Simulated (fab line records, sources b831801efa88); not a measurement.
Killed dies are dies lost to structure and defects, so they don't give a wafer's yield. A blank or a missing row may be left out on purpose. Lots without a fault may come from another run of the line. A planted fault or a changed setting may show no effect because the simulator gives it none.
One fault seen from 2 desks | flow sky130 | each desk has only its own numbers; what lay behind them comes last

THE METROLOGY DESK
What the gauges read, lot by lot, whatever tool the lot ran on: means of the sampled wafers that have a number. A lot is out of limits, marked OUT, if its mean lies more than 4 standard deviations from the usual mean; the brackets give that distance.
Columns: A = VIA4_OVL at SKY_VIA4_OVL_MEAS_11, usual 0.3 nm; B = PASSIVATION_CVD_02_THK at SKY_PASSIVATION_THK_MEAS_03, usual 540 nm
lot  | first seen here | A    | B
L572 | day 43 10:53    | 0.8  | 549
L577 | day 44 17:13    | -0.4 | 540
L578 | day 45 10:58    | 1.5  | 544
L580 | day 45 13:44    | -1.2 | 540
L579 | day 45 18:11    | 1.8  | 534
L583 | day 46 11:34    | -1.4 | 534
L584 | day 46 14:32    | -0.1 | 538
L585 | day 46 18:30    | 0.0  | 542
L586 | day 46 23:55    | 0.6  | 546
L589 | day 48 02:31    | 2.1  | 536
L591 | day 48 03:25    | 0.3  | 315 (-30) OUT
L593 | day 48 12:13    | 2.8  | 326 (-28) OUT
This desk's finding: out of limits on L591, L593; first on L591, day 49 01:02 (PASSIVATION_CVD_02_THK at SKY_PASSIVATION_THK_MEAS_03). In limits: L572, L577, L578, L580, L579, L583, L584, L585, L586, L589.

THE TOOL OWNER'S DESK: pecvd-02
The tool's own readings at SKY_PASSIVATION_CVD_02 (deposits Si3N4, target thk 540 nm): means of the sampled wafers that have a number, for each lot that ran on this tool. A lot is out of limits, marked OUT, if its mean lies more than 4 standard deviations from the usual mean; the brackets give that distance.
Columns: A = heater_power_w at SKY_PASSIVATION_CVD_02, usual 716 W; B = susceptor_temp_C at SKY_PASSIVATION_CVD_02, usual 399.98 C
lot  | first seen here | A   | B
L583 | day 47 09:50    | 706 | 399.86
L584 | day 47 12:47    | 619 | 400.25
L585 | day 47 16:05    | 769 | 399.88
L591 | day 49 00:49    | 921 | 399.74
L593 | day 49 08:45    | 927 | 400.05
This desk's finding: nothing out of limits on any of the 5 lots.

PUT TOGETHER
The metrology desk could have raised an alarm at day 49 01:02, on L591, L593.
The tool owner's desk saw nothing out of limits.
The tool owner's desk has L591, L593 on record, within its limits.
Of the lots named, all ran SKY_PASSIVATION_CVD_02 on pecvd-02.

WHAT THE SIMULATOR HAD PUT IN
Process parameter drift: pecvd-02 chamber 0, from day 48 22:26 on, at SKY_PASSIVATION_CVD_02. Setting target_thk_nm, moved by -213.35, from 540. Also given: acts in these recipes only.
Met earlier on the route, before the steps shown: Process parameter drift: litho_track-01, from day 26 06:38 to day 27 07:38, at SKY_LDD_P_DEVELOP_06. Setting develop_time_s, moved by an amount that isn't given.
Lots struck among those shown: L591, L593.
Hours from the fault's start to each desk's first reading out of limits: the metrology desk, 3.
